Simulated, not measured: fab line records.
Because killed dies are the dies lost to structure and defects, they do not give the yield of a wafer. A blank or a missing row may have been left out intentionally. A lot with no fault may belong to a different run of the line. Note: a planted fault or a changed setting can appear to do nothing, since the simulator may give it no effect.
Matching of chambers + flow gf180mcu + 4 sister chambers for GF_POLY_GATE_ETCH_12 on rie_diel-03
The step etches BARC in N2/H2. 8 wafers are shown with their chamber, then 7 later ones without.

WAFERS PAIRED WITH THEIR CHAMBERS
| wafer  | chamber | drypump_motor_current_A (A) | oes_product_au (a.u.) |
|--------|---------|-----------------------------|-----------------------|
| L915.3 | 2       | 5.1                         | 0.737                 |
| L915.5 | 3       | 6.6                         | 0.734                 |
| L916.5 | 0       | 6.6                         | 0.739                 |
| L916.6 | 3       | 6.6                         | 0.734                 |
| L920.2 | 0       | 6.5                         | 0.735                 |
| L920.5 | 1       | 4.6                         | 0.743                 |
| L921.3 | 1       | 4.6                         | 0.739                 |
| L921.4 | 2       | 5.1                         | 0.737                 |

WAFERS WHOSE CHAMBER IS MISSING
| wafer  | drypump_motor_current_A (A) | oes_product_au (a.u.) |
|--------|-----------------------------|-----------------------|
| L921.6 | 4.6                         | 0.736                 |
| L926.4 | 6.5                         | 0.736                 |
| L926.5 | 5.1                         | 0.741                 |
| L926.6 | 4.6                         | 0.736                 |
| L928.2 | 6.7                         | 0.738                 |
| L928.3 | 6.5                         | 0.727                 |
| L928.5 | 4.6                         | 0.732                 |

EACH ONE'S CHAMBER
| wafer  | from the rows above     | in truth |
|--------|-------------------------|----------|
| L921.6 | 1                       | 1        |
| L926.4 | can't be placed: 0 or 3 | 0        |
| L926.5 | 2                       | 2        |
| L926.6 | 1                       | 1        |
| L928.2 | can't be placed: 3 or 0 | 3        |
| L928.3 | can't be placed: 3 or 0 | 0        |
| L928.5 | 1                       | 1        |
Placed correctly: 4 of 7. Can't be placed from these rows: 3 (the true chamber is among the candidates in 3). 0 placed wrongly.
How it was worked out, from the rows above alone: a wafer's distance from a chamber is the root of the sum, over the readings, of the square of ((its reading less the chamber's mean) divided by the reading's scatter). If the next closest chamber is less than 2 further off than the closest, the wafer can't be placed; otherwise it belongs to the closest. Each chamber's mean is taken over the wafers shown for it. The scatter is the square root of a quotient: the sum, over the shown wafers, of each reading's squared deviation from its chamber's mean, divided by wafers minus chambers.
